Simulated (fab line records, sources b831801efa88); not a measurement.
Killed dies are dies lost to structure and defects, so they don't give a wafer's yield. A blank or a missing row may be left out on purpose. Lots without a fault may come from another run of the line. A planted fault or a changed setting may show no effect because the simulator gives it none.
fab line records | flow gf180mcu
record lots=11 wafers=33 last_day=34
route steps=602 shown STI@4 DUAL_GATE@144 HV_LDD@198
lots that met no fault: from a run of the same line without faults
start_h: hours from the record's first day to the start of the lot's first wafer shown | wait_h: hours since the lot's step before | " the same as in the row above | L1.1+2: a row that stands for several wafers | - no value, or no start given | * or withheld: withheld | < > ~ a bound
route shown NAME@n: a module of which the file shows steps, and the number in the route of the first | usual: mean/standard deviation of fault-free wafers | same: alike in all rows | chamber/n: place in a boat | sites: the reading at each site | _std_site: their standard deviation | _edge_site: outer sites' mean less inner sites' | radius_mm: how far each site lies from the wafer's centre | mask NAME#n: copy n | behind: the tool/chamber that last shaped the wafer | hold: why the lot was held/for how many hours/how that ended | device: the transistor (n, p or np) that didn't switch | end of line: the same wafers' tests at the end of the route | a step without rows: its recipe alone | killed: dies lost to structure and defects at the first sort, not the wafer's yield | map: a wafer's dies, x killed, . not, _ none there
set.NAME: the setting as run; set.NAME@STEP: as run at that earlier step | model.NAME: the simulator's own value behind a step, which no gauge read
steps of the route over a sample of lots; a table a step, a row a wafer
services: from which hour (start_h, from the record's first day; less than 0 if before it) a tool's chamber was out of use, for how many hours, and why
## steps
# step GF_STI_CVD_03
# recipe material=Si3N4 precursor=DCS/NH3 target_thk_nm=207.16 temp_c=770 time_s=3551 pressure_mtorr=250
# usual pressure_mtorr=250.0/0.54 spike_tc_upper_C=770.8/1 susceptor_temp_C=770.0/0.34 zone_power_bottom_pct=19.4/0.39 zone_power_centre_pct=12.7/1.4 zone_power_lower_pct=13.8/0.91
# columns lot.wafer tool chamber start_h wait_h pressure_mtorr spike_tc_upper_C susceptor_temp_C zone_power_bottom_pct zone_power_centre_pct zone_power_lower_pct
L645.1 lpcvd-02 0 13.87 2.1 249.8 768.6 770.1 19.6 12.3 14.1
L645.2 " 0 " " 250.6 771.2 769.5 19.0 12.2 14.6
L645.3 " 0 " " 251.0 770.3 770.0 18.8 12.5 14.2
L646.1 lpcvd-01 0 16.60 0.1 250.1 769.8 769.8 19.4 14.6 13.1
L646.2 " 0 " " 250.4 769.6 770.0 20.0 14.5 13.1
L646.5 " 0 " " 249.7 770.0 770.2 19.8 14.5 13.2
L648.3 lpcvd-01 1 26.57 0.0 250.3 768.8 770.3 19.3 11.4 15.2
L648.5 " 1 " " 249.4 772.8 770.3 18.9 11.5 15.2
L648.6 " 1 " " 250.0 770.6 770.4 19.2 11.5 15.1
L650.2 lpcvd-02 1 36.93 0.0 250.0 770.8 769.8 19.3 11.5 13.2
L650.3 " 1 " " 249.6 769.6 769.4 19.2 11.6 13.3
L650.5 " 1 " " 250.1 769.3 769.5 19.1 11.6 13.4
L652.1 lpcvd-01 0 47.02 0.1 250.5 771.1 770.4 19.7 14.5 13.2
L652.2 " 0 " " 250.9 772.8 770.0 19.6 14.6 13.0
L652.3 " 0 " " 250.8 772.1 769.9 19.7 14.4 12.9
L653.3 lpcvd-01 0 51.57 0.0 250.2 771.0 770.0 19.7 14.4 13.1
L653.5 " 0 " " 250.3 771.8 770.0 19.9 14.3 13.0
L653.6 " 0 " " 250.6 771.8 770.0 20.0 14.5 13.2
L659.1 lpcvd-01 1 81.91 0.1 249.9 771.4 - 19.1 11.4 15.3
L659.2 " 1 " " 249.8 769.6 - 19.4 11.4 15.1
L659.6 " 1 " " 250.0 772.9 - 18.7 11.3 15.4
L661.1 lpcvd-01 0 91.71 0.1 250.4 771.6 770.3 19.7 14.5 13.1
L661.3 " 0 " " 250.8 770.8 769.6 19.9 14.5 13.1
L661.6 " 0 " " 249.7 771.2 769.8 19.8 14.3 13.2
L662.1 lpcvd-01 0 96.57 0.1 249.9 770.1 770.0 19.9 14.5 13.2
L662.2 " 0 " " 250.1 771.1 770.2 19.8 14.3 13.0
L662.4 " 0 " " 250.6 769.3 770.1 19.7 14.5 13.0
L664.1 lpcvd-01 0 107.05 0.1 250.0 770.6 769.8 19.5 14.7 13.1
L664.2 " 0 " " 250.0 771.3 770.1 19.9 14.3 12.9
L664.5 " 0 " " 248.9 771.1 770.0 19.7 14.4 13.0
L666.2 lpcvd-02 0 116.57 0.0 250.5 770.1 769.4 19.1 12.1 14.3
L666.4 " 0 " " 250.2 768.0 769.1 18.9 12.4 14.2
L666.6 " 0 " " 249.8 769.6 769.8 19.0 12.3 14.1
# step GF_STI_THK_MEAS_04
# recipe reads=Si3N4_of_STI_CVD_03
# usual STI_CVD_03_THK=207.2/2.2
# columns lot.wafer tool chamber start_h wait_h STI_CVD_03_THK[nm]
L645.1 film_metro-04 - 15.85 0.0 209.8
L645.2 " - " " 209.4
L645.3 " - " " 209.6
L646.1 film_metro-03 - 18.59 0.0 206.0
L646.2 " - " " 205.9
L646.5 " - " " 206.1
L648.3 film_metro-03 - 28.58 0.0 208.4
L648.5 " - " " 207.7
L648.6 " - " " 209.0
L650.2 film_metro-01 - 38.93 0.0 207.3
L650.3 " - " " 205.6
L650.5 " - " " 206.4
L652.1 film_metro-04 - 49.00 0.0 207.0
L652.2 " - " " 206.5
L652.3 " - " " 207.5
L653.3 film_metro-04 - 53.59 0.0 206.8
L653.5 " - " " 208.0
L653.6 " - " " 207.1
L659.1 film_metro-04 - 83.90 0.2 173.7
L659.2 " - " " 173.7
L659.6 " - " " 174.7
L661.1 film_metro-03 - 93.69 0.0 207.8
L661.3 " - " " 206.5
L661.6 " - " " 207.0
L662.1 film_metro-01 - 98.56 0.0 206.2
L662.2 " - " " 205.8
L662.4 " - " " 207.8
L664.1 film_metro-03 - 109.03 0.0 203.9
L664.2 " - " " 204.6
L664.5 " - " " 202.7
L666.2 film_metro-03 - 118.57 0.0 208.7
L666.4 " - " " 210.1
L666.6 " - " " 209.1
# step GF_STI_CD_MEAS_12
# recipe target_cd_nm=220
# usual cd_nm=219.6/1.3
# columns lot.wafer tool chamber start_h wait_h cd_nm
L645.1 cd_sem-02 - 28.08 0.1 219.9
L645.2 " - " " 219.4
L645.3 " - " " 221.0
L646.1 cd_sem-01 - 30.63 0.1 220.2
L646.2 " - " " 220.2
L646.5 " - " " 219.6
L648.3 cd_sem-01 - 41.52 0.1 218.6
L648.5 " - " " 218.0
L648.6 " - " " 218.7
L650.2 cd_sem-02 - 52.35 0.1 220.3
L650.3 " - " " 218.1
L650.5 " - " " 220.6
L652.1 cd_sem-02 - 62.07 0.1 220.1
L652.2 " - " " 219.8
L652.3 " - " " 218.8
L653.3 cd_sem-02 - 67.22 0.1 220.3
L653.5 " - " " 219.7
L653.6 " - " " 219.9
L659.1 cd_sem-01 - 98.53 0.1 218.9
L659.2 " - " " 217.7
L659.6 " - " " 219.1
L661.1 cd_sem-01 - 108.18 0.1 220.9
L661.3 " - " " 220.9
L661.6 " - " " 220.8
L662.1 cd_sem-01 - 113.00 0.2 216.1
L662.2 " - " " 216.9
L662.4 " - " " 217.1
L664.1 cd_sem-01 - 124.03 0.1 220.4
L664.2 " - " " 220.1
L664.5 " - " " 220.7
L666.2 cd_sem-02 - 134.85 0.1 218.3
L666.4 " - " " 218.7
L666.6 " - " " 219.3
# step GF_STI_ETCH_13
# recipe chemistry=CHF3/O2 stop_on=Si over_etch_frac=0.3 target_depth_a=2823.1 source_w=600 bias_w=200 pressure_mtorr=40 chf3_flow_sccm=50 O2_flow_sccm=5 time_s=112.9
# usual drypump_motor_current_A=5.8/0.54 oes_product_au=0.833/0.0064 throttle_valve_pct=8.811/0.0086
# same time_s=112.9
# columns lot.wafer tool chamber start_h wait_h drypump_motor_current_A oes_product_au rf_hours_counter_h throttle_valve_pct
L645.1 rie_diel-01 2 28.20 0.1 6.1 0.845 66 8.795
L645.2 " 0 " " 6.3 0.843 32 8.805
L645.3 " 1 " " 6.4 0.836 8 8.830
L646.1 rie_diel-04 0 30.75 0.1 5.7 0.824 130 8.807
L646.2 " 2 " " 5.8 0.830 69 8.804
L646.5 " 0 " " 5.7 0.830 - 8.816
L648.3 rie_diel-01 1 41.60 0.1 6.3 0.835 8 8.822
L648.5 " 3 " " 6.1 0.840 - 8.807
L648.6 " 2 " " 6.1 0.832 - 8.803
L650.2 rie_diel-04 0 52.45 0.1 5.8 0.836 131 8.817
L650.3 " 1 " " 4.6 0.831 69 8.817
L650.5 " 0 " " 5.8 0.834 - 8.808
L652.1 rie_diel-02 1 62.19 0.1 5.4 0.838 10 8.812
L652.2 " 3 " " 6.0 0.826 120 8.812
L652.3 " 0 " " 5.8 0.827 163 8.817
L653.3 rie_diel-02 1 67.30 0.1 5.4 0.833 10 8.791
L653.5 " 0 " " 5.8 0.829 - 8.812
L653.6 " 3 " " 6.0 0.836 - 8.803
L659.1 rie_diel-01 1 98.65 0.1 6.4 0.759 9 8.783
L659.2 " 0 " " 6.3 0.761 34 8.800
L659.6 " 0 " " 6.3 0.759 - 8.799
L661.1 rie_diel-01 3 108.30 0.1 6.1 0.839 121 8.801
L661.3 " 0 " " 6.3 0.832 34 8.809
L661.6 " 1 " " 6.4 0.828 - 8.819
L662.1 rie_diel-02 3 113.12 0.1 6.0 0.834 122 8.816
L662.2 " 2 " " 4.6 0.828 121 8.811
L662.4 " 2 " " 4.6 0.832 - 8.804
L664.1 rie_diel-01 3 124.15 0.1 6.0 0.825 121 8.821
L664.2 " 0 " " 6.3 0.822 35 8.822
L664.5 " 2 " " 6.1 0.820 - 8.800
L666.2 rie_diel-04 2 134.95 0.1 5.8 0.837 72 8.804
L666.4 " 1 " " 4.6 0.838 - 8.803
L666.6 " 2 " " 5.8 0.837 - 8.808
# step GF_DUAL_GATE_THK_MEAS_03
# recipe reads=SiO2_of_DUAL_GATE_OXIDATION_02
# usual DUAL_GATE_OXIDATION_00_THK=10.83/0.21
# columns lot.wafer tool chamber start_h wait_h DUAL_GATE_OXIDATION_00_THK[nm]
L645.1 film_metro-03 - 168.73 0.0 10.81
L645.2 " - " " 11.20
L645.3 " - " " 11.17
L646.1 film_metro-03 - 173.96 0.0 10.97
L646.2 " - " " 10.84
L646.5 " - " " 10.80
L648.3 film_metro-04 - 186.46 0.0 11.03
L648.5 " - " " 11.09
L648.6 " - " " 11.16
L650.2 film_metro-01 - 200.70 0.0 10.67
L650.3 " - " " 10.70
L650.5 " - " " 10.70
L652.1 film_metro-04 - 214.66 0.0 10.54
L652.2 " - " " 10.54
L652.3 " - " " 10.38
L653.3 film_metro-03 - 223.03 0.0 10.74
L653.5 " - " " 10.72
L653.6 " - " " 10.94
L659.1 film_metro-04 - 261.73 0.0 10.24
L659.2 " - " " 10.47
L659.6 " - " " 10.67
L661.1 film_metro-03 - 273.69 0.0 10.56
L661.3 " - " " 10.58
L661.6 " - " " 10.24
L662.1 film_metro-01 - 279.93 0.0 10.88
L662.2 " - " " 10.85
L662.4 " - " " 10.70
L664.1 film_metro-01 - 294.17 0.0 10.91
L664.2 " - " " 10.82
L664.5 " - " " 10.91
L666.2 film_metro-04 - 309.28 0.0 10.88
L666.4 " - " " 10.96
L666.6 " - " " 10.86
# step GF_HV_LDD_STRIP_22
# recipe chemistry=O2/N2 power_w=1400 pressure_mtorr=1500 platen_temp_c=250 o2_flow_sccm=3000 n2_flow_sccm=300 overash_fraction=0.5
# usual drypump_motor_current_A=5.6/0.35 heater_power_w=344/26 o2_flow_sccm=3001/8.6 oes_product_au=0.716/0.0045 strip_time_to_endpoint_s=12.64/0.046
# columns lot.wafer tool chamber start_h wait_h drypump_motor_current_A heater_power_w o2_flow_sccm oes_product_au rf_hours_counter_h strip_time_to_endpoint_s
L645.1 plasma_asher-01 1 246.29 0.1 5.3 323 3001 0.709 62 12.58
L645.2 " 0 " " 5.6 381 2996 0.718 62 12.60
L645.3 " 0 " " 5.6 379 3002 0.709 - 12.59
L646.1 plasma_asher-02 1 252.99 0.1 6.2 370 3006 0.716 56 12.59
L646.2 " 0 " " 5.2 336 2995 0.714 56 12.62
L646.5 " 0 " " 5.2 330 2992 0.718 - 12.62
L648.3 plasma_asher-02 0 265.62 0.1 5.3 326 2999 0.721 - 12.68
L648.5 " 1 " " 6.2 358 2990 0.712 - 12.74
L648.6 " 0 " " 5.2 339 2988 0.713 - 12.73
L650.2 plasma_asher-01 0 282.23 0.1 5.5 380 3005 0.716 66 12.68
L650.3 " 1 " " 5.3 330 3009 0.717 - 12.68
L650.5 " 0 " " 5.5 390 3005 0.720 - 12.69
L652.1 plasma_asher-01 1 299.34 0.1 5.3 331 3005 0.718 67 12.60
L652.2 " 0 " " 5.6 385 2994 0.720 67 12.61
L652.3 " 1 " " 5.3 326 3004 0.715 - 12.62
L653.3 plasma_asher-04 1 307.12 0.1 5.5 338 3011 0.714 - 12.59
L653.5 " 0 " " 5.6 305 3002 0.723 - 12.59
L653.6 " 1 " " 5.5 335 3016 0.717 - 12.62
L659.1 plasma_asher-01 0 352.23 0.1 5.6 382 3017 0.718 73 12.60
L659.2 " 1 " " 5.3 331 2993 0.714 73 12.57
L659.6 " 0 " " 5.6 372 3003 0.715 - 12.60
L661.1 plasma_asher-02 1 364.93 0.1 6.2 361 2997 0.722 67 12.62
L661.3 " 0 " " 5.3 335 2983 0.719 - 12.61
L661.6 " 0 " " 5.3 328 2990 0.715 - 12.66
L662.1 plasma_asher-01 0 373.98 0.1 5.6 387 3010 0.714 75 12.67
L662.2 " 1 " " 5.3 340 2989 0.722 75 12.64
L662.4 " 0 " " 5.6 386 2997 0.714 - 12.57
L664.1 plasma_asher-02 1 387.88 0.1 6.2 368 3014 0.722 70 12.65
L664.2 " 0 " " 5.3 336 2997 0.719 70 12.60
L664.5 " 0 " " 5.3 340 3016 0.717 - 12.64
L666.2 plasma_asher-02 1 405.53 0.1 6.2 368 2997 0.721 72 12.69
L666.4 " 0 " " 5.3 332 3004 0.711 - 12.66
L666.6 " 0 " " 5.3 342 3014 0.719 - 12.69
## services
# columns tool chamber start_h hours kind
lpcvd-01 - 0.67 14.6 pm
rie_diel-01 1 1.45 3.9 repair
plasma_asher-02 - 20.24 1.7 repair
rie_diel-04 - 29.11 0.3 repair
rie_diel-04 3 29.23 5.1 repair
lpcvd-01 - 63.68 1.2 repair
plasma_asher-02 - 92.04 22.7 repair
rie_diel-01 2 105.18 11.7 repair
rie_diel-04 0 122.90 5.1 repair
rie_diel-04 3 128.91 6.2 repair
plasma_asher-01 - 151.43 2.4 repair
plasma_asher-02 - 172.36 14.6 pm
rie_diel-01 2 188.61 1.7 repair
rie_diel-04 0 196.11 28.7 repair
plasma_asher-01 - 198.89 3.9 repair
rie_diel-01 - 200.09 0.3 repair
rie_diel-01 - 208.88 0.7 repair
rie_diel-02 0 216.38 15.9 repair
plasma_asher-02 - 225.62 4.0 repair
rie_diel-01 0 247.23 1.7 repair
rie_diel-02 2 249.77 5.0 repair
rie_diel-01 2 298.92 7.6 repair
lpcvd-01 - 326.56 2.8 pm
plasma_asher-02 - 393.14 0.5 repair
## key
first_sign step=GF_STI_THK_MEAS_04 reading=STI_CVD_03_THK direction=down sigmas=15 usual=207.2 struck=174.0
effect step=GF_STI_ETCH_13 reading=oes_product_au direction=down sigmas=11 usual=0.833 struck=0.760
met_at GF_STI_CVD_03
struck_lots L659
struck_wafers L659.1,L659.2,L659.6
tester_left_out L659
not_acting_at GF_STI_CD_MEAS_12,GF_DUAL_GATE_THK_MEAS_03,GF_HV_LDD_STRIP_22
onset_between 26.57 81.91
fault kind=process_parameter_drift tool=lpcvd-01 chamber=1 onset_h=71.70 steps=GF_STI_CVD_03 channel=time_s offset=* shape=step end_h=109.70 acts_in=* stated=*
# tester_left_out: of these lots the tester's yield and bins aren't shown, on N5 and GAA mostly nor the transistor test; their killed dies are dies lost to structure and defects alone, not to doping, threshold or leakage, so they don't give the yield
